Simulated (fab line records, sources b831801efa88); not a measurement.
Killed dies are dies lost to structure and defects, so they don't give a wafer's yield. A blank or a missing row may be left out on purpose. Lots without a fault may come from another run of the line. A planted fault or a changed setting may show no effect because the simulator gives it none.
Which tool did it? | flow sfq_line | 14 lots, 42 wafers sampled, at 2 steps of a route of 325

WHAT THE GAUGES READ, wafer by wafer
The record holds no reading of a measuring or inspecting step that can be judged against a usual standard deviation.

WHICH TOOL RAN EACH LOT (tool, then ch and the chambers of the sampled wafers, then the start)
lot  | SFQ_TRILAYER_A5C_DEP_PECVD_142  | SFQ_TRILAYER_C5_ETCH_VIA_ETCH_154
L132 | pecvd-02 ch 0,1, day 50 16:29   | rie_diel-02 ch 1,2,3, day 55 12:41
L133 | pecvd-04 ch 1,2, day 51 02:11   | rie_diel-02 ch 0,2,3, day 55 22:17
L134 | pecvd-02 ch 0,1,2, day 51 09:23 | rie_diel-03 ch 0,1,3, day 56 05:29
L136 | pecvd-01 ch 0,1,2, day 52 18:47 | rie_diel-02 ch 0,2, day 57 06:25
L138 | pecvd-04 ch 0,1, day 53 21:11   | rie_diel-01 ch 0,1,3, day 58 11:26
L141 | pecvd-01 ch 0,1,2, day 54 23:08 | rie_diel-03 ch 1,3, day 59 08:50
L143 | pecvd-01 ch 0,2, day 55 09:56   | rie_diel-03 ch 2,3, day 59 18:26
L148 | pecvd-02 ch 0,1,2, day 56 15:48 | rie_diel-03 ch 1,2,3, day 60 23:14
L149 | pecvd-02 ch 0,1, day 56 20:17   | rie_diel-01 ch 1,2,3, day 61 04:47
L150 | pecvd-04 ch 0,2, day 57 09:29   | rie_diel-02 ch 0,1, day 61 15:35
L151 | pecvd-01 ch 0,2, day 57 14:17   | rie_diel-02 ch 0,1,3, day 61 20:23
L152 | pecvd-01 ch 0,1, day 57 16:41   | rie_diel-01 ch 1,2,3, day 61 22:47
L153 | pecvd-04 ch 0,1, day 57 20:17   | rie_diel-01 ch 0,1, day 62 03:35
L154 | pecvd-04 ch 0,1,2, day 58 04:47 | rie_diel-01 ch 0,2,3, day 62 11:59
- SFQ_TRILAYER_A5C_DEP_PECVD_142: deposits SiO2 from SiH4/N2O, time 15.556 s, target thk 70 nm.
- SFQ_TRILAYER_C5_ETCH_VIA_ETCH_154: etches SiO2 in CHF3, stops on Nb, target depth 84 nm.

WHAT THE TOOLS THEMSELVES READ (means of the sampled wafers that have a number; where no wafer has one, the mark that the record gives instead)
SFQ_TRILAYER_A5C_DEP_PECVD_142.
lot  | tool     | heater_power_w (W) | throttle_valve_pct (%)
L132 | pecvd-02 | 56                 | 24.9
L133 | pecvd-04 | 77                 | 23.8
L134 | pecvd-02 | 63                 | 25.2
L136 | pecvd-01 | 82                 | 26.4
L138 | pecvd-04 | 76                 | 24.9
L141 | pecvd-01 | 79                 | 26.1
L143 | pecvd-01 | 70                 | 27.0
L148 | pecvd-02 | 59                 | 25.3
L149 | pecvd-02 | 64                 | 25.5
L150 | pecvd-04 | 86                 | 25.9
L151 | pecvd-01 | 87                 | 22.8
L152 | pecvd-01 | 89                 | 23.0
L153 | pecvd-04 | 71                 | 24.3
L154 | pecvd-04 | 86                 | 25.0

SFQ_TRILAYER_C5_ETCH_VIA_ETCH_154.
lot  | tool        | drypump_motor_current_A (A) | oes_product_au (a.u.)
L132 | rie_diel-02 | 6.0                         | 0.884
L133 | rie_diel-02 | 6.1                         | 0.901
L134 | rie_diel-03 | 5.9                         | 0.888
L136 | rie_diel-02 | 5.7                         | 0.901
L138 | rie_diel-01 | 5.6                         | 0.904
L141 | rie_diel-03 | 5.8                         | 0.899
L143 | rie_diel-03 | 5.8                         | 0.901
L148 | rie_diel-03 | 5.8                         | 0.924
L149 | rie_diel-01 | 6.1                         | 0.919
L150 | rie_diel-02 | 5.6                         | 0.892
L151 | rie_diel-02 | 5.9                         | 0.895
L152 | rie_diel-01 | 6.1                         | 0.883
L153 | rie_diel-01 | 5.3                         | 0.898
L154 | rie_diel-01 | 5.7                         | 0.896

THE ANSWER, worked out from the rows above alone
Rule: what is usual is taken from the lots themselves. Put in order of their means at a reading, lots are off if they are a third of the lots or fewer, leave a main group of 4 or more, and stand apart from it by a gap of 3 or more times the standard deviation of the main group's means; of several such gaps the widest counts. A main group whose means are all the same, to the digits that the tables above print for the reading, isn't used. A lot without any number at a reading at which 4 lots or more have one is off too. The other lots that the step has rows for count as sound. The gauges are gone through in route order, then the tools' own readings, and for those a lot's mean is taken as printed above. The first step at which some lot is off is used, and at that step the reading that is off furthest; a lot without a number counts as furthest.
No lot is off at any reading shown: from this, nothing can be told.

WHAT THE SIMULATOR HAD PUT IN
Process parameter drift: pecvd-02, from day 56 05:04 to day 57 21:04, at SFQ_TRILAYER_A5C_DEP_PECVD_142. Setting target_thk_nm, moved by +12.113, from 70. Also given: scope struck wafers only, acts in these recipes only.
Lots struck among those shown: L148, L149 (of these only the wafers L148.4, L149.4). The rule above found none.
